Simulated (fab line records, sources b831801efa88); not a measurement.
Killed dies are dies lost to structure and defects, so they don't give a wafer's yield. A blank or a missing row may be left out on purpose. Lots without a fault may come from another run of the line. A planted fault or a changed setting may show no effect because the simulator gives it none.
Chamber matching | flow gf180mcu | GF_STI_CMP_25 on cmp-02: 4 sister chambers
The step polishes, stops on Si3N4, t overpolish 33 s, target thk 524.6 nm. 4 wafers are shown with their chamber, then 8 later ones without.

WAFERS WITH THEIR CHAMBER
wafer  | chamber | time_to_endpoint_s (s)
L639.4 | 3       | 128
L642.4 | 1       | 127
L642.6 | 2       | 120
L647.2 | 0       | 123

WAFERS WITHOUT THEIR CHAMBER
wafer  | time_to_endpoint_s (s)
L647.4 | 123
L647.5 | 111
L648.1 | 127
L648.2 | 115
L648.5 | 124
L655.1 | 118
L655.3 | 124
L655.5 | 121

WHICH CHAMBER EACH WENT THROUGH
wafer  | from the rows above               | in truth
L647.4 | can't be placed: 0 or 2 or 1 or 3 | 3
L647.5 | can't be placed: 2 or 0 or 1      | 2
L648.1 | can't be placed: 1 or 3 or 0 or 2 | 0
L648.2 | can't be placed: 2 or 0 or 1      | 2
L648.5 | can't be placed: 0 or 1 or 2 or 3 | 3
L655.1 | can't be placed: 2 or 0 or 1      | 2
L655.3 | can't be placed: 0 or 1 or 2 or 3 | 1
L655.5 | can't be placed: 2 or 0 or 1 or 3 | 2
Placed correctly: 0 of 8. Can't be placed from these rows: 8 (the true chamber is among the candidates in 8). Placed wrongly: 0.
How it was worked out, from the rows above alone: a wafer's distance from a chamber is the root of the sum, over the readings, of the square of ((its reading less the chamber's mean) divided by the reading's scatter). The wafer belongs to the nearest chamber; if the next one is less than 2 further off, it can't be placed. A chamber's mean is the mean of its shown wafers. The scatter: with one shown wafer a chamber, the root of the mean of the squares of how far each hidden wafer lies from its nearest shown one.
